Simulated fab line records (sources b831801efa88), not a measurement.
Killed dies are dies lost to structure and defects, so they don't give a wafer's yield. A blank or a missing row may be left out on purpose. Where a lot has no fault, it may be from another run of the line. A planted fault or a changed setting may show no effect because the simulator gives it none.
Which tool did it?    flow gf180mcu    6 lots with 18 wafers sampled at 3 steps, on a route of 602 steps

== WHAT EACH GAUGE READ, for each wafer ==
GF_VT_IMPLANT_OVL_MEAS_18.
lot   measured      on          VT_IMPLANT_01_OVL (nm)
L232  day 7 04:20   overlay-01  -2.8 -1.0 -1.4
L235  day 7 23:22   overlay-02  -2.6 0.2 -2.8
L238  day 8 17:14   overlay-01  1.3 -1.5 -0.2
L242  day 10 08:43  overlay-02  2.5 0.0 0.7
L246  day 11 05:35  overlay-02  - - -
L251  day 12 08:10  overlay-01  0.0 -0.8 -1.4

== WHICH TOOL RAN EACH LOT (tool, then ch and the chambers of the sampled wafers, then the start) ==
lot   GF_NWELL_STRIP_10                    GF_VT_IMPLANT_EXPOSE_15
L232  plasma-asher-04 ch 1, day 4 04:07    iline-stepper-02 ch 0, day 6 20:58
L235  plasma-asher-03 ch 0,1, day 4 21:10  iline-stepper-02 ch 0, day 7 15:40
L238  plasma-asher-01 ch 0,1, day 5 12:35  iline-stepper-02 ch 0, day 8 09:27
L242  plasma-asher-03 ch 0,1, day 6 20:40  iline-stepper-01 ch 0, day 9 23:58
L246  plasma-asher-03 ch 1, day 7 14:43    iline-stepper-01 ch 0, day 10 20:31
L251  plasma-asher-04 ch 0,1, day 8 13:47  iline-stepper-02 ch 0, day 11 22:42
- GF_NWELL_STRIP_10: strips in O2/N2.
- GF_VT_IMPLANT_EXPOSE_15: exposes mask Nwell LV AREA, target cd 860 nm.

== THE ANSWER, worked out from the rows above alone ==
Rule: the usual values come from the lots themselves. Put in order of their means at a reading, lots are off if they are a third of the lots or fewer, leave a main group of 4 or more, and stand apart from it by a gap of 3 or more times the standard deviation of the main group's means; of several such gaps the widest counts. A main group whose means are all the same, to the digits that the tables above print for the reading, isn't used. A lot without any number at a reading at which 4 lots or more have one is off too. All remaining lots with rows at the step are treated as sound.
Off: at GF_VT_IMPLANT_OVL_MEAS_18 (VT_IMPLANT_01_OVL), L246. Without a number there: L246. The main group: mean -0.7 nm, standard deviation 1.1.
A tool fits if, at a process step before that reading, it ran every lot that is off, and no sound lot after the first of them. The gauges at GF_VT_IMPLANT_OVL_MEAS_18 are tried like those tools. Can't be told from this: 3 tools fit, plasma-asher-03 at GF_NWELL_STRIP_10, iline-stepper-01 at GF_VT_IMPLANT_EXPOSE_15, overlay-02 at GF_VT_IMPLANT_OVL_MEAS_18.

== WHAT THE SIMULATOR HAD PUT IN ==
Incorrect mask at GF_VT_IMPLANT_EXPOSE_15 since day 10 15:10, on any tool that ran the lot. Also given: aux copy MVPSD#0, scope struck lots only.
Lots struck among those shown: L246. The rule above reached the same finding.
